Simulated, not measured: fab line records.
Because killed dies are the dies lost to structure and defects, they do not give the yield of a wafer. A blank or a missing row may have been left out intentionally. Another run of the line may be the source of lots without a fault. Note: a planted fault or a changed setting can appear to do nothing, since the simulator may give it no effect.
Split-lot study -- flow sky130 -- 23 wafers read across 5 lots, on a route 708 steps long

ABOUT THE SPLIT
At SKY_FIELD_ISO_ETCH_17 (etches Si in HBr/Cl2/O2, target depth 342 nm, time 97.7 s), the setting time-s was moved away from the recipe's 97.7 s on 9 of the 23 wafers read, by -14.5% to -8.9%. For the rest of the wafers, this setting stayed at what the recipe calls for.

The split's own step is where the reading is taken.

THE READING
FIELD_ISO.feature-depth-nm (the simulator's own value, which no gauge read), in nm, at SKY_FIELD_ISO_ETCH_17 (etches Si in HBr/Cl2/O2, target depth 342 nm, time 97.7 s). The file does not state a usual value for it. Here, 14 wafers ran the recipe; their average is 344.4 nm with a standard deviation of 3.6 nm.

wafer,"tool, chamber at the split","time-s as run, s",against the recipe,"FIELD_ISO.feature-depth-nm, nm",against lot-mates on the recipe
L076.2,"rie-si-02, 2",83.57,-14.5%,292.3,-50.8
L076.3,"rie-si-02, 3",83.57,-14.5%,293.2,-49.9
L076.4,"rie-si-02, 0",83.57,-14.5%,298.7,-44.4
L076.5,"rie-si-02, 2",97.7,recipe,343.1,-
L076.6,"rie-si-02, 3",97.7,recipe,343.2,-
L079.1,"rie-si-02, 2",89.04,-8.9%,310.3,-33.7
L079.2,"rie-si-02, 0",97.7,recipe,345.5,-
L079.3,"rie-si-02, 3",89.04,-8.9%,310.1,-33.9
L079.4,"rie-si-02, 1",97.7,recipe,344.7,-
L079.5,"rie-si-02, 2",97.7,recipe,341.8,-
L080.1,"rie-si-02, 3",84.44,-13.6%,295.1,-46.3
L080.3,"rie-si-02, 1",84.44,-13.6%,295.4,-46.0
L080.4,"rie-si-02, 2",97.7,recipe,340,-
L080.5,"rie-si-02, 2",97.7,recipe,338.2,-
L080.6,"rie-si-02, 1",97.7,recipe,345.9,-
L081.1,"rie-si-01, 3",97.7,recipe,338.5,-
L081.2,"rie-si-01, 2",97.7,recipe,347.3,-
L081.6,"rie-si-01, 1",97.7,recipe,347,-
L085.1,"rie-si-02, 0",97.7,recipe,348.8,-
L085.2,"rie-si-02, 1",97.7,recipe,350.1,-
L085.4,"rie-si-02, 3",84.61,-13.4%,300.3,-48.4
L085.5,"rie-si-02, 2",97.7,recipe,347.2,-
L085.6,"rie-si-02, 3",84.61,-13.4%,299.9,-48.8

THE FIT
A straight line over all 23 wafers: FIELD_ISO.feature-depth-nm changes by +3.48 nm for each +1% of time-s; r = +0.99; the points scatter about the line by 3.4 nm.
The same after taking each lot's own level away (the mean of its wafers on the recipe; 23 wafers): +3.46 nm for each +1%; r = +0.99; scatter 2.7 nm.
Per that fit: largest time-s move, reading shift of 50 nm.
The span of the lots' own levels, 341.37 to 348.70 nm, comes to 2.0 times the standard deviation stated above.
So the lot-to-lot level changes the slope little: the two slopes agree.
Check: for one of the wafers moved furthest among these (-14.5%), held out of the fit, the line's prediction against its lot-mates is -50.1 nm. Against them it came out at -50.8 nm.

OTHER SPLITS APPLIED TO THESE WAFERS
These wafers also went through other splits before the reading. Each is held against what the fit with the lots' levels taken away leaves over:
other split on the same wafers,wafers away from the commonest value,r with FIELD_ISO.feature-depth-nm (lot level and that fit taken away)
SKY_FIELD_ISO_EXPOSE_10 dose-mj,7,+0.11

FILE'S OWN FIT
FIELD_ISO.feature-depth-nm changes by +3.49 nm for each +1% of time-s, r = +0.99.
